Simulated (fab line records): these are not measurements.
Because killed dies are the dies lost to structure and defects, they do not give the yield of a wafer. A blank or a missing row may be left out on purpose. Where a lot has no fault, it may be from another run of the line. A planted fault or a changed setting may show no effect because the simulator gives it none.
Comparing a struck lot with a sound one	flow sky130	38 steps out of a route of 708
Sound: the wafers L477.1, L477.3, L477.6. The struck wafers were L482.3, L482.5, L482.6. At the end, the cause is stated.
Order at every step that has rows: each side's tool, ch and its chambers, its first start. Under that, the readings that differ: sound wafers	struck wafers	difference of the means	sigmas: that difference in standard deviations of wafers without a fault.
alike: readings with means less than 2 such deviations apart, plus words and numbers identical on both sides. not compared: withheld readings, readings lacking a value on some wafer, bounds such as >300 that could conceal the same value, and numbers that have no deviation in the record and whose values overlap.
A row with sigmas, a row that says differs or no value, or rows on one side alone: a step with any of these is where the two part. Non-overlapping numbers with no deviation appear without sigmas and do not part them. Lack of a reading on every wafer of one side parts them only where that side has two or more wafers.

first, 9 steps without rows for these wafers: SKY_VIA3_SPUTTER_20 (material TiN, target thk 20 nm, time 80 s); SKY_VIA3_CVD_21 (deposits W, target thk 390 nm, time 117.31 s); SKY_VIA3_CMP_24 (polishes, stops on SiO2, t overpolish 20 s, target thk 0 nm); SKY_METAL4_SPUTTER_00 (material Ti, target thk 15 nm, time 10 s); SKY_METAL4_SPUTTER_01 (material TiN, target thk 20 nm, time 16.7 s); SKY_METAL4_SPUTTER_02 (material AlCu, target thk 735 nm, time 39.1 s); SKY_METAL4_SPUTTER_03 (material Ti, target thk 5 nm, time 3.3 s); SKY_METAL4_SPUTTER_04 (material TiN, target thk 70 nm, time 58.3 s); SKY_CAP2M_CVD_00 (deposits SiO2, target thk 15.5 nm).
SKY_CAP2M_SPUTTER_02: material TiN, target thk 200 nm, time 166.7 s.
  sound on pvdSputter-03, day 43 14:43; struck on pvdSputter-03, day 44 17:11
reading	sound	struck	difference	sigmas
model.TiN_of_CAP2M_SPUTTER_02.thkNm (nm)	202.1 200 201	165.1 163.7 163.7	-36.9	
  alike: throttleValvePct
SKY_CAP2M_RS_MEAS_03: uses a four-point probe to measure.
  sound on filmMetro-03, day 43 14:49; struck on filmMetro-04, day 44 17:20
reading	sound	struck	difference	sigmas
CAP2M_TIN_RS (ohm/sq)	6.84 6.90 6.87	8.39 8.49 8.48	+1.58	+30
SKY_CAP2M_THK_MEAS_04: measures by xrf.
  sound on filmMetro-03, day 43 14:56; struck on filmMetro-04, day 44 17:26
reading	sound	struck	difference	sigmas
CAP2M_TIN_THK (nm)	199.7 198.9 201.5	165.7 164.3 164.0	-35.4	-21
then, 7 steps without rows for these wafers: SKY_CAP2M_DEHYDRATE_05 (time 60 s); SKY_CAP2M_HMDS_06 (prime time 60 s); SKY_CAP2M_COAT_07 (resist thk 1140 nm); SKY_CAP2M_SOFTBAKE_08 (time 60 s); SKY_CAP2M_EXPOSE_09 (exposes mask CAP2M, target cd 1000 nm); SKY_CAP2M_PEB_10; SKY_CAP2M_DEVELOP_11 (develop time 60 s).
SKY_CAP2M_METAL_ETCH_13: etches TiN in Cl2/BCl3, stops on SiO2, target depth 220 nm, time 62.9 s.
  sound on rieMetal-03 ch 0,1, day 44 13:16; struck on rieMetal-01 ch 0,1, day 45 14:38
reading	sound	struck	difference	sigmas
oesProductAu (a.u.)	0.944 0.937 0.953	0.843 0.834 0.841	-0.105	-18
throttleValvePct (%)	21.899 21.903 21.893	21.957 21.964 21.964	+0.063	+7
  alike: drypumpMotorCurrentA
  not compared: rfHoursCounterH
then, 16 steps without rows for these wafers: SKY_CAP2M_STRIP_14 (strips in O2/N2); SKY_CAP2M_STRIP_15 (strips in post etch residue remover, time 1200 s); SKY_CAP2M_CLEAN_16 (cleans in IPA, time 180 s); SKY_CAP2M_CLEAN_17 (cleans in O3/DIW); SKY_METAL4_DEHYDRATE_05 (time 60 s); SKY_METAL4_HMDS_06 (prime time 60 s); SKY_METAL4_COAT_07 (resist thk 60 nm); SKY_METAL4_COAT_08 (resist thk 1140 nm); SKY_METAL4_SOFTBAKE_09 (time 90 s); SKY_METAL4_EXPOSE_10 (exposes mask MM4, target cd 300 nm); SKY_METAL4_PEB_11; SKY_METAL4_DEVELOP_12 (develop time 60 s); SKY_METAL4_DESCUM_15 (chemistry O2, time 8 s); SKY_METAL4_ETCH_16 (etches BARC in N2/H2, stops on SiO2, time 88.2 s, target depth 60 nm); SKY_METAL4_ETCH_17 (etches SiO2 in C4F8/O2/Ar, stops on TiN, time 3.9 s, target depth 15 nm); SKY_METAL4_METAL_ETCH_18 (etches the open film in Cl2/BCl3, stops on SiO2, target depth 845 nm, time 183.1 s).
SKY_METAL4_STRIP_20: strips in post etch residue remover, time 1200 s.
  sound on wetBench-02 ch 0, day 45 11:34; struck on wetBench-01 ch 1, day 46 12:22
reading	sound	struck	difference	sigmas
model.TiN_of_CAP2M_SPUTTER_02.thkNm (nm)	201.2 199.2 200.2	164.3 162.8 162.8	-36.9	
  alike: tempC
-- the record jumps here: 3 days lie between the struck wafers' starts before and after (it left off in module METAL4 and takes up again in module PAD_OPEN, whose first step shown is number 708 of the route) --
SKY_PAD_OPEN_PROBE_99:
  sound on prober-02, day 48 22:48; struck on prober-01, day 49 21:20
reading	sound	struck	difference	sigmas
model.etest.capMim2.plateOhmSq	5.909 6.032 5.921	7.248 7.311 7.338	+1.345	
model.etest.capMim2.bvV (V)	14.01 14.27 14.29	12.79 12.6 12.69	-1.50	
model.etest.capMim2.leakLog10ACm2	-9.004 -9.076 -9.078	-8.547 -8.426 -8.575	+0.537	
  alike: defectLimitedYield, killed_at_M0_to_M3, killed_at_M4_up, killedAtContacts, killedAtFrontEnd, killedAtOther, killedDies, killedOpen, killedShort, sort_bin_3_pad_short, sort_bin_5_function, sort_bin_6_memory, sortNPass, sortYieldPct

WHERE THEY PART
First at SKY_CAP2M_RS_MEAS_03; last, within this record, at SKY_CAP2M_METAL_ETCH_13. Later steps at which nothing parts them and some readings are alike: SKY_METAL4_STRIP_20, SKY_PAD_OPEN_PROBE_99.

WHY: the cause the simulator had injected
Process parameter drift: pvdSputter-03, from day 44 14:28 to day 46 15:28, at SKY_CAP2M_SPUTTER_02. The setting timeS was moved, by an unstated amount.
